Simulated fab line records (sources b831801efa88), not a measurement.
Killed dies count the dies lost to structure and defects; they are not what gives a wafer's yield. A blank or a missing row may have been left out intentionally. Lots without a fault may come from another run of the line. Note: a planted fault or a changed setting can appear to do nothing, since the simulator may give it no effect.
The tool behind it: which one? / flow sky130 / 12 lots with 35 wafers sampled at 5 steps, on a route of 708 steps

## WHAT THE GAUGES READ, wafer by wafer
SKY_LDD_HVN_TW_MEAS_10. Usual: LDD_HVN_TW typically reads 1436, with standard deviation 12.
lot=L832; measured=day 20 00:09; on=film metro-04; LDD_HVN_TW=1420 1420 1420; flag=
lot=L833; measured=day 20 09:44; on=film metro-04; LDD_HVN_TW=1421 1419 1425; flag=
lot=L834; measured=day 21 04:28; on=film metro-03; LDD_HVN_TW=1430 1424 1426; flag=
lot=L837; measured=day 22 09:54; on=film metro-02; LDD_HVN_TW=1454 1452 1467; flag=
lot=L842; measured=day 24 04:21; on=film metro-03; LDD_HVN_TW=1434 1442; flag=
lot=L843; measured=day 24 15:12; on=film metro-02; LDD_HVN_TW=1441 1441 1434; flag=
lot=L844; measured=day 25 00:03; on=film metro-03; LDD_HVN_TW=1436 1436 1442; flag=
lot=L848; measured=day 25 23:27; on=film metro-02; LDD_HVN_TW=1452 1444 1451; flag=
lot=L850; measured=day 26 20:25; on=film metro-02; LDD_HVN_TW=1441 1442 1445; flag=
lot=L852; measured=day 27 12:59; on=film metro-03; LDD_HVN_TW=1437 1430 1437; flag=
lot=L853; measured=day 28 07:32; on=film metro-02; LDD_HVN_TW=1445 1442 1442; flag=
lot=L855; measured=day 28 17:44; on=film metro-02; LDD_HVN_TW=1445 1450 1445; flag=

SKY_LDD_HVP_TW_MEAS_10. Usual: LDD_HVP_TW typically reads 456, with standard deviation 3.2.
lot=L832; measured=day 21 07:06; on=film metro-01; LDD_HVP_TW=455 457 455; flag=
lot=L833; measured=day 21 16:40; on=film metro-03; LDD_HVP_TW=453 451 453; flag=
lot=L834; measured=day 22 11:22; on=film metro-02; LDD_HVP_TW=460 462 461; flag=
lot=L837; measured=day 23 16:18; on=film metro-03; LDD_HVP_TW=452 454 454; flag=
lot=L842; measured=day 25 10:24; on=film metro-02; LDD_HVP_TW=460 487; flag=OFF
lot=L843; measured=day 25 20:05; on=film metro-01; LDD_HVP_TW=474 475 450; flag=OFF
lot=L844; measured=day 26 05:14; on=film metro-03; LDD_HVP_TW=452 452 454; flag=
lot=L848; measured=day 27 04:47; on=film metro-03; LDD_HVP_TW=455 453 458; flag=
lot=L850; measured=day 28 01:29; on=film metro-01; LDD_HVP_TW=455 454 455; flag=
lot=L852; measured=day 28 17:30; on=film metro-03; LDD_HVP_TW=454 453 454; flag=
lot=L853; measured=day 29 11:53; on=film metro-03; LDD_HVP_TW=455 453 456; flag=
lot=L855; measured=day 29 21:41; on=film metro-03; LDD_HVP_TW=458 454 456; flag=

## EACH LOT AND THE TOOL THAT RAN IT (in order: tool; ch and the chambers of the sampled wafers; start)
lot=L832; SKY_POLY_GATE_ETCH_17=rie si-01 ch 0,2,3, day 16 04:11; SKY_POLY_GATE_STRIP_18=plasma asher-03 ch 0,1, day 16 04:15; SKY_LDD_HVP_IMPLANT_08=implanter-01 ch 0, day 21 06:52
lot=L833; SKY_POLY_GATE_ETCH_17=rie si-02 ch 1,3, day 16 11:13; SKY_POLY_GATE_STRIP_18=plasma asher-04 ch 0,1, day 16 11:17; SKY_LDD_HVP_IMPLANT_08=implanter-03 ch 0, day 21 16:25
lot=L834; SKY_POLY_GATE_ETCH_17=rie si-01 ch 0,1,3, day 17 06:20; SKY_POLY_GATE_STRIP_18=plasma asher-04 ch 0,1, day 17 06:26; SKY_LDD_HVP_IMPLANT_08=implanter-01 ch 0, day 22 11:08
lot=L837; SKY_POLY_GATE_ETCH_17=rie si-01 ch 1,2,3, day 18 06:44; SKY_POLY_GATE_STRIP_18=plasma asher-02 ch 0,1, day 18 06:48; SKY_LDD_HVP_IMPLANT_08=implanter-01 ch 0, day 23 16:03
lot=L842; SKY_POLY_GATE_ETCH_17=rie si-02 ch 1,3, day 20 04:48; SKY_POLY_GATE_STRIP_18=plasma asher-04 ch 0,1, day 20 04:52; SKY_LDD_HVP_IMPLANT_08=implanter-01 ch 0, day 25 10:09
lot=L843; SKY_POLY_GATE_ETCH_17=rie si-01 ch 0,1,3, day 20 15:57; SKY_POLY_GATE_STRIP_18=plasma asher-02 ch 1, day 20 16:01; SKY_LDD_HVP_IMPLANT_08=implanter-01 ch 0, day 25 19:51
lot=L844; SKY_POLY_GATE_ETCH_17=rie si-02 ch 0,2, day 21 02:37; SKY_POLY_GATE_STRIP_18=plasma asher-04 ch 0, day 21 02:41; SKY_LDD_HVP_IMPLANT_08=implanter-03 ch 0, day 26 04:59
lot=L848; SKY_POLY_GATE_ETCH_17=rie si-02 ch 1,2, day 22 02:43; SKY_POLY_GATE_STRIP_18=plasma asher-02 ch 1, day 22 02:47; SKY_LDD_HVP_IMPLANT_08=implanter-03 ch 0, day 27 04:33
lot=L850; SKY_POLY_GATE_ETCH_17=rie si-02 ch 1,2,3, day 23 00:31; SKY_POLY_GATE_STRIP_18=plasma asher-04 ch 0,1, day 23 00:37; SKY_LDD_HVP_IMPLANT_08=implanter-03 ch 0, day 28 01:16
lot=L852; SKY_POLY_GATE_ETCH_17=rie si-02 ch 0,1, day 23 18:01; SKY_POLY_GATE_STRIP_18=plasma asher-04 ch 0,1, day 23 18:05; SKY_LDD_HVP_IMPLANT_08=implanter-03 ch 0, day 28 17:15
lot=L853; SKY_POLY_GATE_ETCH_17=rie si-01 ch 0,3, day 24 12:11; SKY_POLY_GATE_STRIP_18=plasma asher-03 ch 0,1, day 24 12:15; SKY_LDD_HVP_IMPLANT_08=implanter-01 ch 0, day 29 11:38
lot=L855; SKY_POLY_GATE_ETCH_17=rie si-01 ch 0,3, day 24 23:49; SKY_POLY_GATE_STRIP_18=plasma asher-04 ch 0,1, day 24 23:52; SKY_LDD_HVP_IMPLANT_08=implanter-01 ch 0, day 29 21:26
- SKY_POLY_GATE_ETCH_17: etches poly-Si in HBr/Cl2, stops on SiO2, target depth 180 nm, time 70.5 s.
- SKY_POLY_GATE_STRIP_18: strips in O2/N2.
- SKY_LDD_HVP_IMPLANT_08

## AS READ BY THE TOOLS THEMSELVES (means over the sampled wafers that have a number; for cases with no such wafer, the mark the record gives instead)
SKY_POLY_GATE_ETCH_17. Usual: drypump motor current A 5.24 A, standard deviation 0.25; he backside leak sccm 2.76 sccm, standard deviation 0.18; oes product au 0.987 a.u., standard deviation 0.0062; throttle valve pct 33.685 %, standard deviation 0.0094.
lot=L832; tool=rie si-01; drypump motor current A (A)=5.17; he backside leak sccm (sccm)=2.92; oes product au (a.u.)=0.989; throttle valve pct (%)=33.679; flag=
lot=L833; tool=rie si-02; drypump motor current A (A)=5.00; he backside leak sccm (sccm)=2.78; oes product au (a.u.)=0.988; throttle valve pct (%)=33.689; flag=
lot=L834; tool=rie si-01; drypump motor current A (A)=5.33; he backside leak sccm (sccm)=2.58; oes product au (a.u.)=0.990; throttle valve pct (%)=33.690; flag=
lot=L837; tool=rie si-01; drypump motor current A (A)=5.29; he backside leak sccm (sccm)=2.78; oes product au (a.u.)=0.986; throttle valve pct (%)=33.682; flag=
lot=L842; tool=rie si-02; drypump motor current A (A)=5.07; he backside leak sccm (sccm)=2.81; oes product au (a.u.)=0.988; throttle valve pct (%)=33.696; flag=
lot=L843; tool=rie si-01; drypump motor current A (A)=5.35; he backside leak sccm (sccm)=2.68; oes product au (a.u.)=0.994; throttle valve pct (%)=33.677; flag=
lot=L844; tool=rie si-02; drypump motor current A (A)=5.44; he backside leak sccm (sccm)=2.69; oes product au (a.u.)=0.986; throttle valve pct (%)=33.680; flag=
lot=L848; tool=rie si-02; drypump motor current A (A)=5.39; he backside leak sccm (sccm)=2.86; oes product au (a.u.)=0.977; throttle valve pct (%)=33.678; flag=
lot=L850; tool=rie si-02; drypump motor current A (A)=5.17; he backside leak sccm (sccm)=2.77; oes product au (a.u.)=0.987; throttle valve pct (%)=33.686; flag=
lot=L852; tool=rie si-02; drypump motor current A (A)=5.43; he backside leak sccm (sccm)=2.80; oes product au (a.u.)=0.994; throttle valve pct (%)=33.681; flag=
lot=L853; tool=rie si-01; drypump motor current A (A)=5.28; he backside leak sccm (sccm)=2.75; oes product au (a.u.)=0.987; throttle valve pct (%)=33.685; flag=
lot=L855; tool=rie si-01; drypump motor current A (A)=5.30; he backside leak sccm (sccm)=2.81; oes product au (a.u.)=0.984; throttle valve pct (%)=33.689; flag=

SKY_POLY_GATE_STRIP_18. Usual: drypump motor current A 5.4 A, standard deviation 0.48; oes product au 0.361 a.u., standard deviation 0.0048; strip time to endpoint s 3.16 s, standard deviation 0.032.
lot=L832; tool=plasma asher-03; drypump motor current A (A)=5.6; oes product au (a.u.)=0.363; strip time to endpoint s (s)=3.20; flag=
lot=L833; tool=plasma asher-04; drypump motor current A (A)=5.2; oes product au (a.u.)=0.361; strip time to endpoint s (s)=3.16; flag=
lot=L834; tool=plasma asher-04; drypump motor current A (A)=5.4; oes product au (a.u.)=0.361; strip time to endpoint s (s)=3.16; flag=
lot=L837; tool=plasma asher-02; drypump motor current A (A)=5.2; oes product au (a.u.)=0.361; strip time to endpoint s (s)=3.15; flag=
lot=L842; tool=plasma asher-04; drypump motor current A (A)=5.3; oes product au (a.u.)=0.360; strip time to endpoint s (s)=3.17; flag=
lot=L843; tool=plasma asher-02; drypump motor current A (A)=4.8; oes product au (a.u.)=0.361; strip time to endpoint s (s)=3.11; flag=
lot=L844; tool=plasma asher-04; drypump motor current A (A)=5.6; oes product au (a.u.)=0.359; strip time to endpoint s (s)=3.15; flag=
lot=L848; tool=plasma asher-02; drypump motor current A (A)=4.8; oes product au (a.u.)=0.359; strip time to endpoint s (s)=3.18; flag=
lot=L850; tool=plasma asher-04; drypump motor current A (A)=5.2; oes product au (a.u.)=0.361; strip time to endpoint s (s)=3.15; flag=
lot=L852; tool=plasma asher-04; drypump motor current A (A)=5.4; oes product au (a.u.)=0.356; strip time to endpoint s (s)=3.10; flag=
lot=L853; tool=plasma asher-03; drypump motor current A (A)=5.6; oes product au (a.u.)=0.361; strip time to endpoint s (s)=3.16; flag=
lot=L855; tool=plasma asher-04; drypump motor current A (A)=5.2; oes product au (a.u.)=0.362; strip time to endpoint s (s)=3.19; flag=

SKY_LDD_HVP_IMPLANT_08. Usual: beam on s 9.99 s, standard deviation 0.21; dose ions cm2 1.6997e+13, standard deviation 2e+10; faraday current uA 96.0, standard deviation 2; tilt deg 17.904 degrees, standard deviation 0.02.
lot=L832; tool=implanter-01; beam on s (s)=10.09; dose ions cm2=1.7011e+13; faraday current uA=95.4; tilt deg (degrees)=17.941; flag=
lot=L833; tool=implanter-03; beam on s (s)=9.89; dose ions cm2=1.6995e+13; faraday current uA=97.1; tilt deg (degrees)=17.913; flag=
lot=L834; tool=implanter-01; beam on s (s)=9.86; dose ions cm2=1.6996e+13; faraday current uA=97.2; tilt deg (degrees)=17.900; flag=
lot=L837; tool=implanter-01; beam on s (s)=9.97; dose ions cm2=1.6969e+13; faraday current uA=96.3; tilt deg (degrees)=17.924; flag=
lot=L842; tool=implanter-01; beam on s (s)=10.87; dose ions cm2=1.6981e+13; faraday current uA=88.3; tilt deg (degrees)=17.915; flag=OFF
lot=L843; tool=implanter-01; beam on s (s)=10.83; dose ions cm2=1.6993e+13; faraday current uA=88.9; tilt deg (degrees)=17.910; flag=OFF
lot=L844; tool=implanter-03; beam on s (s)=10.06; dose ions cm2=1.7036e+13; faraday current uA=95.7; tilt deg (degrees)=17.919; flag=
lot=L848; tool=implanter-03; beam on s (s)=10.01; dose ions cm2=1.7004e+13; faraday current uA=95.9; tilt deg (degrees)=17.893; flag=
lot=L850; tool=implanter-03; beam on s (s)=10.01; dose ions cm2=1.6989e+13; faraday current uA=95.9; tilt deg (degrees)=17.865; flag=
lot=L852; tool=implanter-03; beam on s (s)=10.09; dose ions cm2=1.6996e+13; faraday current uA=95.1; tilt deg (degrees)=17.901; flag=
lot=L853; tool=implanter-01; beam on s (s)=10.19; dose ions cm2=1.6994e+13; faraday current uA=94.2; tilt deg (degrees)=17.898; flag=
lot=L855; tool=implanter-01; beam on s (s)=10.02; dose ions cm2=1.7011e+13; faraday current uA=95.6; tilt deg (degrees)=17.907; flag=

## THE ANSWER, worked out from the rows above alone
Rule: lot off if the mean of its wafers having a number is beyond 3 standard deviations from the usual mean. A lot without any number at a reading at which 4 lots or more have one is off too. Where the step has rows for the other lots, those lots are counted as sound. After the gauges, taken in route order, come the tools' own readings; for these a lot's mean is taken, as printed above. The first step at which some lot is off is used, and at that step the reading that is off furthest; a lot without a number counts as furthest.
Off: at SKY_LDD_HVP_TW_MEAS_10 (LDD_HVP_TW), L842, L843.
If a tool, at a process step before that reading, ran all the lots that are off and no sound lot after the first of them, it fits. Not tried: the gauges at SKY_LDD_HVP_TW_MEAS_10; whatever is off there is also off at SKY_LDD_HVP_IMPLANT_08, on other tools, and gauge error can't account for it. Not one of the candidates tried fits.

## WHAT THE SIMULATOR PUT IN
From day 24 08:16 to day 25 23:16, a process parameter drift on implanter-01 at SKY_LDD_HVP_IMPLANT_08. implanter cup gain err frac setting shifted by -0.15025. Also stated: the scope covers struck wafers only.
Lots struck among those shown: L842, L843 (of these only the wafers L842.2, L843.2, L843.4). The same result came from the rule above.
